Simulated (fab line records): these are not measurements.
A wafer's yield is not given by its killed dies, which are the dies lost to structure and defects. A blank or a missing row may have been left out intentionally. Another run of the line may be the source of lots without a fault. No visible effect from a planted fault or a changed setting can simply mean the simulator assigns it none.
2 desks, one fault    flow gf180mcu    what lay behind the numbers comes last; until then each desk has only its own

DESK OF THE TOOL OWNER: implanter-02
The tool's own readings at GF_HV_LDD_IMPLANT_33, given as means over the sampled wafers that have a number, one for each lot that went through this tool. A lot is out of limits, marked OUT, if its mean lies more than 4 standard deviations from the usual mean; the brackets give that distance.
Columns: A = dose-ions-cm2 at GF_HV_LDD_IMPLANT_33, usual 7.501e+12; B = faraday-current-uA at GF_HV_LDD_IMPLANT_33, usual 42.3
lot   first seen here  A                            B
L589  day 12 06:02     7.499e+12                    41.6
L594  day 13 18:00     7.506e+12                    42.4
L596  day 14 14:21     7.495e+12                    41.8
L598  day 14 23:41     7.498e+12                    42.5
L599  day 15 07:46     7.508e+12                    42.7
L600  day 15 09:17     7.510e+12                    42.1
L601  day 15 19:14     7.505e+12                    42.4
L607  day 17 13:37     5.542e+12 (-99 or more) OUT  31.5 (-13) OUT
L608  day 17 21:32     5.524e+12 (-99 or more) OUT  31.0 (-13) OUT
This desk's verdict: out of limits on L607, L608, starting with L607 at day 17 13:37 (dose-ions-cm2 at GF_HV_LDD_IMPLANT_33). In limits: L589, L594, L596, L598, L599, L600, L601.

METROLOGY DESK
What the gauges read, lot by lot, whatever tool the lot ran on: means of the sampled wafers that have a number. A lot is out of limits, marked OUT, if its mean lies more than 4 standard deviations from the usual mean; the brackets give that distance.
Columns: A = HV_LDD_3_TW at GF_HV_LDD_TW_MEAS_38, usual 1433; B = HV_LDD_RS at GF_HV_LDD_RS_MEAS_53, usual 418.1 ohm/sq; C = cd-nm at GF_M1_CD_MEAS_14, usual 229.7 nm; D = cd-nm at GF_V1_CD_MEAS_14, usual 259.7 nm
lot   first seen here  A                B                 C      D
L589  day 12 06:42     1435             418.4             229.2  261.5
L592  day 12 22:21     1436             417.8             230.8  260.4
L594  day 13 18:41     1428             418.0             229.8  258.7
L596  day 14 15:02     1431             418.0             230.1  260.9
L598  day 15 00:23     1435             418.9             230.2  257.9
L599  day 15 08:28     1431             419.1             230.8  258.0
L600  day 15 09:59     1437             418.2             228.6  257.9
L601  day 15 19:56     1435             418.0             228.8  257.7
L607  day 17 14:17     1401 (-6.1) OUT  424.8 (+7.9) OUT  229.8  260.0
L608  day 17 22:14     1399 (-6.4) OUT  423.5 (+6.4) OUT  229.5  261.0
L609  day 18 05:05     1437             417.3             228.5  260.2
L610  day 18 14:46     1438             418.7             229.6  259.5
L611  day 19 02:40     1427             418.1             230.6  260.9
This desk's result: L607, L608 out of limits, first on L607 (HV_LDD_3_TW at GF_HV_LDD_TW_MEAS_38), day 17 14:17. In limits: L589, L592, L594, L596, L598, L599, L600, L601, L609, L610, L611.

ALL TOGETHER
At day 17 13:37, on L607, L608, the tool owner's desk was in a position to raise an alarm.
At day 17 14:17 the metrology desk could have sounded an alarm, on L607, L608.
On implanter-02, each named lot ran GF_HV_LDD_IMPLANT_33.

WHAT THE SIMULATOR HAD INSERTED
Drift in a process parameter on implanter-02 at GF_HV_LDD_IMPLANT_33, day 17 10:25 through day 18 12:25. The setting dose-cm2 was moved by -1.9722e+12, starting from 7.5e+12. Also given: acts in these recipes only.
Lots struck among those shown: L607, L608.
Fault start to first reading out of limits, in hours, per desk: tool owner, 3; metrology, 4.
